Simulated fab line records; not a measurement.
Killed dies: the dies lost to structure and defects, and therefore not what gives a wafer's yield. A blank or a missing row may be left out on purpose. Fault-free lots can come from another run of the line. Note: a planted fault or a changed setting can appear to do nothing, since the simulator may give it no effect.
One fault seen from 2 desks	flow sky130	each desk has only its own numbers; what lay behind them comes last

FROM THE METROLOGY DESK
Lot by lot, what the gauges showed, no matter which tool ran the lot: averages of those sampled wafers that carry a number. The brackets show how far a lot's mean lies from the usual mean; more than 4 standard deviations puts the lot out of limits, marked OUT.
Columns: A = METAL5_ALCU_THK at SKY_METAL5_THK_MEAS_06, usual 1133 nm; B = PASSIVATION_CVD_02_THK at SKY_PASSIVATION_THK_MEAS_03, usual 539 nm
lot	first seen here	A	B
L951	day 42 22:34	1149	544
L952	day 43 02:33	1132	541
L954	day 43 19:57	1133	539
L955	day 44 05:59	1118	536
L957	day 45 00:34	1131	537
L960	day 45 18:14	1141	532
L961	day 45 23:01	1150	544
L962	day 46 05:31	1128	539
L965	day 46 23:43	1104	540
L969	day 47 23:01	1157	538
L971	day 48 01:02	1113	545
L972	day 48 14:29	1143	532
This desk's verdict: no lot among the 12 shows anything out of limits.

AT THE TOOL OWNER'S DESK: pvd_sputter-01
The tool's own readings at SKY_METAL4_SPUTTER_03 (material Ti, target thk 5 nm, time 3.3 s): means of the sampled wafers that have a number, for each lot that ran on this tool. The brackets show how far a lot's mean lies from the usual mean; more than 4 standard deviations puts the lot out of limits, marked OUT.
Columns: A = throttle_valve_pct at SKY_METAL4_SPUTTER_03, usual 29.8 %
lot	first seen here	A
L951	day 39 19:55	30.6
L954	day 40 19:20	30.5
L957	day 42 00:53	29.7
L960	day 42 20:37	29.6
L961	day 43 00:38	31.3
L965	day 44 04:07	30.4
L969	day 45 04:22	30.6
L971	day 45 07:19	29.9
This desk's verdict: no lot among the 8 shows anything out of limits.

BROUGHT TOGETHER
At the metrology desk, nothing out of limits was observed.
The tool owner's desk saw nothing out of limits.

WHAT WAS PUT IN BY THE SIMULATOR
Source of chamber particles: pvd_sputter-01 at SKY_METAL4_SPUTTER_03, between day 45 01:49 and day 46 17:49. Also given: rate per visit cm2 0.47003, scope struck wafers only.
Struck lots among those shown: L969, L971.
